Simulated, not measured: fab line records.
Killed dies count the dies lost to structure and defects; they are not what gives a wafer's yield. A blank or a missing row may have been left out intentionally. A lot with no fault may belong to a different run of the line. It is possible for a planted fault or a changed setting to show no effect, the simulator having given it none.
A lot that was struck, set against a sound lot -- flow sky130 -- 29 steps out of a route of 708
Sound: wafers L546.1, L546.5, L546.6. Wafers L555.1, L555.2, L555.5 were the ones struck. Last of all comes the cause.
At each step with rows: each side's tool, then ch and its chambers, then its first start. Under that, the readings that differ: sound wafers -- struck wafers -- difference of the means -- sigmas: that difference in standard deviations of wafers without a fault.
alike: a reading whose means differ by less than 2 such deviations, as well as words and numbers matching on both sides. not compared: withheld readings; readings where some wafer has no value; bounds like >300 that might hide an equal value; numbers whose values overlap and for which the record gives no deviation.
The two part at a step that has a row with sigmas, a row that says differs or no value, or rows on one side only. When numbers do not overlap yet have no deviation, they are printed without sigmas and do not part them. A reading that every wafer of one side lacks parts them only if that side has two wafers or more.

first, 9 steps without rows for these wafers: SKY_METAL2_DEVELOP_14 (develop time 60 s); SKY_METAL2_DESCUM_17 (chemistry O2, time 8 s); SKY_METAL2_ETCH_18 (etches BARC in N2/H2, stops on SiO2, time 45.9 s, target depth 60 nm); SKY_METAL2_METAL_ETCH_19 (etches the open film in Cl2/BCl3, stops on SiO2, target depth 360 nm, time 78 s); SKY_METAL2_STRIP_20 (strips in O2/N2); SKY_METAL2_STRIP_21 (strips in post etch residue remover, time 1200 s); SKY_METAL2_CLEAN_22 (cleans in IPA, time 180 s); SKY_METAL2_CLEAN_23 (cleans in O3/DIW); SKY_VIA2_HDPCVD_00 (deposits SiO2, target thk 1180 nm, time 196.7 s).
SKY_VIA2_CMP_02: polishes SiO2.
  sound on cmp-02 ch 0,1,3, day 35 01:05; struck on cmp-02 ch 0,1, day 38 10:42
  no value came back on the struck wafers for edge zone pressure frac, head pressure psi (psi), motor current A (A); on the sound wafers edge zone pressure frac reads 1.007 0.997 1.002
reading,sound,struck,difference,sigmas
model.SiO2_of_VIA2_HDPCVD_00.thk nm (nm),496.5 493.7 494.3,1186 1175 1193,+690,
SKY_VIA2_BOW_MEAS_03:
  sound: film metro-02 at day 35 01:14; struck: film metro-02 at day 38 11:00
reading,sound,struck,difference,sigmas
VIA2_BOW (um),80 82 85,106 112 106,+26,+3
then, 9 steps without rows for these wafers: SKY_VIA2_DEHYDRATE_04 (time 60 s); SKY_VIA2_HMDS_05 (prime time 60 s); SKY_VIA2_COAT_06 (resist thk 60 nm); SKY_VIA2_COAT_07 (resist thk 450 nm); SKY_VIA2_SOFTBAKE_08 (time 90 s); SKY_VIA2_EXPOSE_09 (exposes mask VIM2, target cd 200 nm); SKY_VIA2_PEB_10; SKY_VIA2_DEVELOP_11 (develop time 61.97 s); SKY_VIA2_ETCH_14 (etches BARC in N2/H2, stops on SiO2, time 45.9 s, target depth 60 nm).
SKY_VIA2_ETCH_15: etches SiO2 in C4F8/O2/Ar, stops on TiN, target depth 546 nm, time 84 s.
  sound on rie diel-01 ch 1,2, day 36 03:37; struck on rie diel-02 ch 0,1,3, day 39 12:22
reading,sound,struck,difference,sigmas
oes product au (a.u.),0.947 0.941 0.937,1.650 1.604 1.619,+0.683,+99 or more
model.etch.depth nm (nm),496.5 493.7 494.3,554.7 536.2 539.4,+48.6,
model.VIA2.feature depth nm (nm),496.5 493.7 494.3,554.7 536.2 539.4,+48.6,
  not compared: rf hours counter h
then, 6 steps without rows for these wafers: SKY_VIA2_STRIP_16 (strips in O2/N2); SKY_VIA2_STRIP_17 (strips in post etch residue remover, time 1200 s); SKY_VIA2_CLEAN_18 (cleans in IPA, time 180 s); SKY_VIA2_CLEAN_19 (cleans in O3/DIW); SKY_VIA2_SPUTTER_20 (material TiN, target thk 20 nm, time 80 s); SKY_VIA2_CVD_21 (deposits W, target thk 420 nm, time 126.4 s).
SKY_VIA2_CMP_24: polishes, stops on SiO2, t overpolish 20 s, target thk 0 nm.
  sound on cmp-01 ch 0,1,3, day 36 04:44; struck on cmp-01 ch 0,2, day 39 13:23
reading,sound,struck,difference,sigmas
model.SiO2_of_VIA2_HDPCVD_00.thk nm (nm),492.1 489.3 489.9,1182 1171 1188,+690,
  alike: edge zone pressure frac, head pressure psi, motor current A
-- the record jumps here: 9 days lie between the struck wafers' starts before and after (it left off in module VIA2 and takes up again in module PAD_OPEN, whose first step shown is number 708 of the route) --
SKY_PAD_OPEN_PROBE_99:
  sound: prober-01 at day 45 15:05; struck: prober-02 at day 48 08:02
reading,sound,struck,difference,sigmas
defect limited yield (%),80.9 84.8 83.7,0 0 0,-83,-46
killed_at_M0_to_M3,36 41 35,438 433 441,+400,+53
killed dies,94 75 80,492 492 492,+409,+46
killed on rim,19 13 16,96 96 96,+80,+21
sort_bin_5_function (%),11.8 8.1 10.2,93.1 91.1 92.1,+82.1,+51
sort n pass,398 417 412,0 0 0,-409,-45
sort yield pct (%),80.9 84.8 83.7,0 0 0,-83,-46
  alike: killed_at_M4_up, killed at contacts, killed at front end, killed at other, killed open, killed short, sort_bin_3_pad_short, sort_bin_6_memory

## WHERE THEY PART
Last at SKY_PAD_OPEN_PROBE_99 as far as this record goes, first at SKY_VIA2_CMP_02.

WHY: what the simulator had put in
Entire step skipped (cmp-02, SKY_VIA2_CMP_02), from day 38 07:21 onward. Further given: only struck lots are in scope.
